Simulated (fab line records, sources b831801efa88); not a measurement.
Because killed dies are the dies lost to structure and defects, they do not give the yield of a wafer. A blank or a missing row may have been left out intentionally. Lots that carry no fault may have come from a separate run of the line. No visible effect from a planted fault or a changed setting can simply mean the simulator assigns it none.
fab line records -- flow gf180mcu
[record] lots = 7, wafers = 21, lastDay = 34
route steps=602 shown V5@550
lots that met no fault: from a run of the same line without faults
startH: start of the lot's first displayed wafer, in hours after the record's first day -- waitH: hours from the lot's prior step to this one -- " identical to the entry in the row above -- L1.1+2: several wafers, shown together as one row -- - either no value or no given start -- * or withheld: withheld -- < > ~ a bound
route shown NAME@n: a module of which the file shows steps, and the number in the route of the first -- usual: mean/standard deviation taken from wafers without a fault -- same: alike in all rows -- chamber/n: place in a boat -- sites: readings site by site -- _std_site: the values' standard deviation -- _edge_site: the outer-site mean with the inner-site mean subtracted -- radiusMm: for every site, how far away it sits from the centre of the wafer -- mask NAME#n: copy n -- behind: the tool/chamber that last shaped the wafer -- hold: the reason the lot was held/the length of the hold in hours/how it ended -- device: transistor that didn't switch, given as n, p or np -- end of line: the route-end tests of the same wafers -- a step with no rows: only its recipe -- killed: at the first sort, the dies lost to defects and structure; wafer yield is something else -- map: a wafer's dies, x killed, . not, _ none there
set.NAME: setting as actually run; set.NAME@STEP: the setting as run at that earlier step -- model.NAME: the simulator's own value behind a step, which no gauge read
lots at some steps of the route; a table a step, a row a wafer
services: the hour from which a tool's chamber was out of use, counted from the record's first day as startH (under 0 if before that day), plus the number of hours and why
[[steps]]
[step GF_V5_SOFTBAKE_10]
[recipe] tempC = 130, timeS = 60, resist = KrF
[step GF_V5_EXPOSE_11]
[recipe] maskId = Via5, targetCdNm = 260, na = 0.68, sourceShape = conventional, sigmaOuter = 0.6, doseMj = 38
[step GF_V5_PEB_12]
[recipe] pebTempC = 135, pebTimeS = 90, resist = KrF
[step GF_V5_DEVELOP_13]
[recipe] developTimeS = 60, resist = KrF, devTempC = 21
[step GF_V5_CD_MEAS_14]
[recipe] targetCdNm = 260
[usual] cdNm = 260.1/1.2
lot.wafer,tool,chamber,startH,waitH,cdNm
L481.3,cdSem-02,-,639.70,0.1,261.6
L481.4,cdSem-02,-,639.70,0.1,259.8
L481.5,cdSem-02,-,639.70,0.1,259.9
L485.2,cdSem-01,-,670.14,0.1,259.8
L485.3,cdSem-01,-,670.14,0.1,260.1
L485.4,cdSem-01,-,670.14,0.1,259.0
L488.1,cdSem-02,-,695.79,0.1,259.6
L488.2,cdSem-02,-,695.79,0.1,259.4
L488.6,cdSem-02,-,695.79,0.1,258.8
L493.2,cdSem-02,-,730.33,0.1,259.9
L493.4,cdSem-02,-,730.33,0.1,260.2
L493.6,cdSem-02,-,730.33,0.1,261.4
L499.2,cdSem-02,-,764.56,0.1,262.5
L499.5,cdSem-02,-,764.56,0.1,262.5
L499.6,cdSem-02,-,764.56,0.1,262.9
L500.1,cdSem-02,-,768.37,0.1,260.6
L500.3,cdSem-02,-,768.37,0.1,258.9
L500.4,cdSem-02,-,768.37,0.1,259.9
L501.2,cdSem-02,-,774.43,0.1,261.8
L501.3,cdSem-02,-,774.43,0.1,260.1
L501.5,cdSem-02,-,774.43,0.1,260.6
[step GF_V5_OVL_MEAS_15]
[usual] V5_OVL = 3/5.8
lot.wafer,tool,chamber,startH,waitH,V5_OVL[nm]
L481.3,overlay-01,-,639.79,0.1,-3
L481.4,overlay-01,-,639.79,0.1,5
L481.5,overlay-01,-,639.79,0.1,-5
L485.2,overlay-01,-,670.25,0.1,-1
L485.3,overlay-01,-,670.25,0.1,2
L485.4,overlay-01,-,670.25,0.1,-4
L488.1,overlay-01,-,695.91,0.1,6
L488.2,overlay-01,-,695.91,0.1,4
L488.6,overlay-01,-,695.91,0.1,10
L493.2,overlay-02,-,730.44,0.1,15
L493.4,overlay-02,-,730.44,0.1,18
L493.6,overlay-02,-,730.44,0.1,20
L499.2,overlay-01,-,764.67,0.1,-8
L499.5,overlay-01,-,764.67,0.1,0
L499.6,overlay-01,-,764.67,0.1,-8
L500.1,overlay-02,-,768.49,0.1,14
L500.3,overlay-02,-,768.49,0.1,9
L500.4,overlay-02,-,768.49,0.1,0
L501.2,overlay-02,-,774.54,0.1,10
L501.3,overlay-02,-,774.54,0.1,8
L501.5,overlay-02,-,774.54,0.1,8
[step GF_V5_ETCH_16]
[recipe] chemistry = N2/H2, targetDepthA = withheld, overetchA = withheld, timeS = withheld, target = BARC, ionEnergyEv = 200, sourceW = 500, biasW = 100, pressureMtorr = 30, n2FlowSccm = 100, h2FlowSccm = 200
[usual] drypumpMotorCurrentA = 5.8/0.48, h2FlowSccm = 200.0/0.56, oesProductAu = 0.855/0.0049, throttleValvePct = 13.225/0.0095
lot.wafer,tool,chamber,startH,waitH,drypumpMotorCurrentA,h2FlowSccm,oesProductAu,throttleValvePct
L481.3,rieDiel-03,2,639.82,0.0,5.2,199.9,0.837,13.238
L481.4,rieDiel-03,0,639.82,0.0,6.3,200.0,0.858,13.230
L481.5,rieDiel-03,2,639.82,0.0,5.2,199.5,0.842,13.214
L485.2,rieDiel-04,1,670.28,0.0,6.5,199.6,0.861,13.215
L485.3,rieDiel-04,0,670.28,0.0,6.4,199.6,0.851,13.239
L485.4,rieDiel-04,3,670.28,0.0,5.8,201.1,0.844,13.228
L488.1,rieDiel-04,0,695.95,0.0,6.4,199.6,0.852,13.225
L488.2,rieDiel-04,2,695.95,0.0,5.6,199.6,0.858,13.201
L488.6,rieDiel-04,1,695.95,0.0,6.5,200.1,0.852,13.231
L493.2,rieDiel-04,2,730.47,0.0,5.6,199.9,0.857,13.234
L493.4,rieDiel-04,3,730.47,0.0,5.8,198.9,0.860,13.205
L493.6,rieDiel-04,2,730.47,0.0,5.7,200.1,0.859,13.203
L499.2,rieDiel-04,3,764.70,0.0,5.8,201.2,0.863,13.214
L499.5,rieDiel-04,3,764.70,0.0,5.8,200.4,0.858,13.218
L499.6,rieDiel-04,0,764.70,0.0,6.4,200.5,0.855,13.235
L500.1,rieDiel-04,1,768.53,0.0,6.4,200.1,0.857,13.235
L500.3,rieDiel-04,2,768.53,0.0,5.7,199.6,0.853,13.234
L500.4,rieDiel-04,0,768.53,0.0,6.4,200.1,0.857,13.211
L501.2,rieDiel-02,1,774.57,0.0,6.3,200.6,0.849,13.211
L501.3,rieDiel-02,2,774.57,0.0,5.2,199.9,0.854,13.224
L501.5,rieDiel-02,2,774.57,0.0,5.2,198.7,0.856,13.230
[step GF_V5_ETCH_17]
[recipe] chemistry = C4F8/O2/Ar, maskMaterial = KrF, target = SiO2, stopOn = TiN, sourceW = 1500, biasW = 1200, pressureMtorr = 40, c4f8FlowSccm = withheld, O2_flow_sccm = 6, Ar_flow_sccm = 300, timeS = withheld, targetDepthA = 8550
[usual] oesProductAu = 0.859/0.005
lot.wafer,tool,chamber,startH,waitH,oesProductAu
L481.3,rieDiel-03,2,-,-,0.867
L481.4,rieDiel-03,0,-,-,0.867
L481.5,rieDiel-03,2,-,-,0.865
L485.2,rieDiel-04,1,-,-,0.858
L485.3,rieDiel-04,0,-,-,0.857
L485.4,rieDiel-04,3,-,-,0.857
L488.1,rieDiel-04,0,-,-,0.856
L488.2,rieDiel-04,2,-,-,0.865
L488.6,rieDiel-04,1,-,-,0.866
L493.2,rieDiel-04,2,-,-,0.857
L493.4,rieDiel-04,3,-,-,0.866
L493.6,rieDiel-04,2,-,-,0.865
L499.2,rieDiel-04,3,-,-,0.860
L499.5,rieDiel-04,3,-,-,0.852
L499.6,rieDiel-04,0,-,-,0.873
L500.1,rieDiel-04,1,-,-,0.866
L500.3,rieDiel-04,2,-,-,0.866
L500.4,rieDiel-04,0,-,-,0.864
L501.2,rieDiel-02,1,-,-,0.849
L501.3,rieDiel-02,2,-,-,0.858
L501.5,rieDiel-02,2,-,-,0.863
[step GF_V5_STRIP_18]
[recipe] chemistry = O2/N2, powerW = 1400, pressureMtorr = 1500, platenTempC = 250, o2FlowSccm = 3000, n2FlowSccm = 300, overashFraction = 0.5
[usual] drypumpMotorCurrentA = 5.52/0.26, heaterPowerW = 360/52, oesProductAu = 0.569/0.0047
lot.wafer,tool,chamber,startH,waitH,drypumpMotorCurrentA,heaterPowerW,oesProductAu,rfHoursCounterH
L481.3,plasmaAsher-01,1,640.00,-,5.33,395,0.568,-
L481.4,plasmaAsher-01,0,640.00,-,5.66,373,0.570,-
L481.5,plasmaAsher-01,1,640.00,-,5.34,379,0.569,-
L485.2,plasmaAsher-01,0,670.43,-,5.70,371,0.558,55
L485.3,plasmaAsher-01,1,670.43,-,5.35,383,0.568,-
L485.4,plasmaAsher-01,0,670.43,-,5.75,371,0.572,-
L488.1,plasmaAsher-03,0,696.10,-,5.41,284,0.568,91
L488.2,plasmaAsher-03,1,696.10,-,5.87,437,0.567,91
L488.6,plasmaAsher-03,0,696.10,-,5.41,291,0.561,-
L493.2,plasmaAsher-03,1,730.62,-,5.87,436,0.567,94
L493.4,plasmaAsher-03,0,730.62,-,5.35,287,0.560,-
L493.6,plasmaAsher-03,1,730.62,-,5.87,436,0.572,-
L499.2,plasmaAsher-01,0,764.85,-,5.80,373,0.574,66
L499.5,plasmaAsher-01,1,764.85,-,5.31,390,0.571,-
L499.6,plasmaAsher-01,0,764.85,-,5.80,370,0.569,-
L500.1,plasmaAsher-03,1,768.68,-,5.89,432,0.565,98
L500.3,plasmaAsher-03,1,768.68,-,5.88,426,0.565,-
L500.4,plasmaAsher-03,0,768.68,-,5.38,277,0.567,-
L501.2,plasmaAsher-03,0,774.72,-,5.40,288,0.565,99
L501.3,plasmaAsher-03,0,774.72,-,5.42,279,0.574,-
L501.5,plasmaAsher-03,0,774.72,-,5.40,282,0.565,-
[step GF_V5_STRIP_19]
[recipe] chemistry = postEtchResidueRemover, timeS = 1200, tempC = 72.5
[step GF_V5_CLEAN_20]
[recipe] chemistry = DIW, dry = n2Spin
[step GF_V5_SPUTTER_21]
[recipe] material = Ti, targetThkNm = 15, chamberPressurePa = 5, powerW = 2500, substrateTempC = 200, timeS = 80.02
[usual] cathodeDcPowerW = 2500.0/0.45, chamberPressurePa = 5.002/0.011, throttleValvePct = 29.9/1.3
lot.wafer,tool,chamber,startH,waitH,cathodeDcPowerW,chamberPressurePa,throttleValvePct
L481.3,pvdSputter-04,-,640.50,0.0,2499.5,5.003,29.8
L481.4,pvdSputter-04,-,640.50,0.0,2500.0,4.994,30.4
L481.5,pvdSputter-04,-,640.50,0.0,2500.1,5.005,30.3
L485.2,pvdSputter-04,-,670.96,0.0,2500.6,5.009,30.9
L485.3,pvdSputter-04,-,670.96,0.0,2501.3,4.995,30.0
L485.4,pvdSputter-04,-,670.96,0.0,2499.1,5.000,27.0
L488.1,pvdSputter-02,-,696.63,0.0,2499.5,4.994,28.2
L488.2,pvdSputter-02,-,696.63,0.0,2499.9,5.001,30.8
L488.6,pvdSputter-02,-,696.63,0.0,2499.8,4.996,28.2
L493.2,pvdSputter-02,-,731.15,0.0,2500.1,5.017,28.1
L493.4,pvdSputter-02,-,731.15,0.0,2500.0,4.999,31.6
L493.6,pvdSputter-02,-,731.15,0.0,2499.8,5.001,31.4
L499.2,pvdSputter-02,-,765.43,0.0,2499.5,4.966,28.2
L499.5,pvdSputter-02,-,765.43,0.0,2500.7,5.010,29.8
L499.6,pvdSputter-02,-,765.43,0.0,2499.7,5.005,31.7
L500.1,pvdSputter-01,-,769.21,0.0,2499.7,4.988,28.8
L500.3,pvdSputter-01,-,769.21,0.0,2500.1,5.021,31.1
L500.4,pvdSputter-01,-,769.21,0.0,2500.3,5.008,31.1
L501.2,pvdSputter-04,-,775.26,0.0,2500.0,5.008,31.0
L501.3,pvdSputter-04,-,775.26,0.0,2499.6,5.005,27.1
L501.5,pvdSputter-04,-,775.26,0.0,2499.8,5.004,30.9
[step GF_V5_SPUTTER_22]
[recipe] material = TiN, targetThkNm = 10, chamberPressurePa = 5, powerW = 4000, timeS = 40
[usual] cathodeDcPowerW = 4000.0/0.72, chamberPressurePa = 5.000/0.011, throttleValvePct = 29.9/1.3
lot.wafer,tool,chamber,startH,waitH,cathodeDcPowerW,chamberPressurePa,throttleValvePct
L481.3,pvdSputter-04,-,640.57,0.0,4000.5,4.989,30.3
L481.4,pvdSputter-04,-,640.57,0.0,3999.7,5.009,30.0
L481.5,pvdSputter-04,-,640.57,0.0,3999.5,4.988,30.3
L485.2,pvdSputter-04,-,671.02,0.0,3999.9,4.999,31.0
L485.3,pvdSputter-04,-,671.02,0.0,4001.0,5.007,30.3
L485.4,pvdSputter-04,-,671.02,0.0,4000.7,4.990,27.1
L488.1,pvdSputter-02,-,696.69,0.0,3999.1,4.988,28.3
L488.2,pvdSputter-02,-,696.69,0.0,4000.3,4.992,31.0
L488.6,pvdSputter-02,-,696.69,0.0,3999.1,5.003,28.2
L493.2,pvdSputter-02,-,731.21,0.0,3999.0,5.004,28.2
L493.4,pvdSputter-02,-,731.21,0.0,4001.6,4.978,31.6
L493.6,pvdSputter-02,-,731.21,0.0,3999.1,4.988,31.8
L499.2,pvdSputter-02,-,765.50,0.0,-,-,-
L499.5,pvdSputter-02,-,765.50,0.0,-,-,-
L499.6,pvdSputter-02,-,765.50,0.0,-,-,-
L500.1,pvdSputter-01,-,769.27,0.0,-,-,-
L500.3,pvdSputter-01,-,769.27,0.0,-,-,-
L500.4,pvdSputter-01,-,769.27,0.0,-,-,-
L501.2,pvdSputter-04,-,775.32,0.0,-,-,-
L501.3,pvdSputter-04,-,775.32,0.0,-,-,-
L501.5,pvdSputter-04,-,775.32,0.0,-,-,-
[step GF_V5_CVD_23]
[recipe] material = W, targetThkNm = 350, timeS = 104.9, tempC = 400, pressureTorr = 40
[usual] heaterPowerW = 835/44
lot.wafer,tool,chamber,startH,waitH,heaterPowerW
L481.3,cvdW-01,0,640.64,0.1,775
L481.4,cvdW-01,1,640.64,0.1,857
L481.5,cvdW-01,1,640.64,0.1,848
L485.2,cvdW-01,1,671.06,0.0,858
L485.3,cvdW-01,0,671.06,0.0,792
L485.4,cvdW-01,1,671.06,0.0,862
L488.1,cvdW-02,1,696.73,0.0,860
L488.2,cvdW-02,0,696.73,0.0,902
L488.6,cvdW-02,1,696.73,0.0,868
L493.2,cvdW-02,1,731.29,0.1,864
L493.4,cvdW-02,1,731.29,0.1,896
L493.6,cvdW-02,1,731.29,0.1,864
L499.2,cvdW-02,0,765.53,0.0,886
L499.5,cvdW-02,1,765.53,0.0,887
L499.6,cvdW-02,0,765.53,0.0,872
L500.1,cvdW-01,0,769.31,0.0,776
L500.3,cvdW-01,0,769.31,0.0,775
L500.4,cvdW-01,1,769.31,0.0,847
L501.2,cvdW-01,1,775.36,0.0,848
L501.3,cvdW-01,0,775.36,0.0,779
L501.5,cvdW-01,1,775.36,0.0,846
[[services]]
tool,chamber,startH,hours,kind
plasmaAsher-01,-,618.88,1.8,repair
pvdSputter-01,-,625.85,65.9,repair
rieDiel-02,3,629.25,7.6,repair
rieDiel-02,-,636.85,0.9,repair
rieDiel-04,-,637.77,0.2,repair
cvdW-01,-,638.26,0.5,repair
rieDiel-04,2,656.61,6.1,repair
cvdW-02,-,659.89,14.6,pm
pvdSputter-01,-,663.16,5.6,repair
pvdSputter-04,-,690.89,2.5,repair
rieDiel-03,-,695.74,15.6,pm
rieDiel-04,1,699.53,-,clean
rieDiel-04,1,699.53,26.6,scheduledDown
rieDiel-04,1,699.53,26.6,ventCycle
cvdW-02,-,706.34,1.0,repair
rieDiel-03,2,721.17,-,clean
rieDiel-03,2,721.17,12.4,scheduledDown
rieDiel-03,2,721.17,12.4,ventCycle
cvdW-02,0,726.01,8.1,repair
rieDiel-04,1,736.39,3.0,repair
rieDiel-02,2,741.22,7.1,repair
rieDiel-02,0,741.52,22.3,repair
pvdSputter-02,-,755.80,1.1,repair
rieDiel-02,-,767.17,0.4,repair
[[key]]
[firstSign] step = GF_V5_SPUTTER_22, reading = toolRecord, direction = missing
effect none on later readings
metAt GF_V5_SPUTTER_22
struckWafers L499.2,L499.5,L499.6,L500.1,L500.3,L500.4,L501.2,L501.3,L501.5
laterRowsLeftOut L499.2,L499.5,L499.6,L500.1,L500.3,L500.4,L501.2,L501.3,L501.5
sortLeftOut L499.2,L499.5,L499.6,L500.1,L500.3,L500.4,L501.2,L501.3,L501.5
onsetBetween 731.21 765.50
[fault] kind = skippedStepWhole, tool = pvdSputter-01,pvdSputter-02,pvdSputter-04, chamber = -, onsetH = 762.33, steps = GF_V5_SPUTTER_22, scope = struckLotsOnly
// sortLeftOut: the simulated sort isn't trusted on such a fault, so these wafers' sort isn't shown, and their yield isn't known
// laterRowsLeftOut: the simulator's readings of these wafers behind a module that went badly wrong aren't trusted and aren't shown, but for the sort
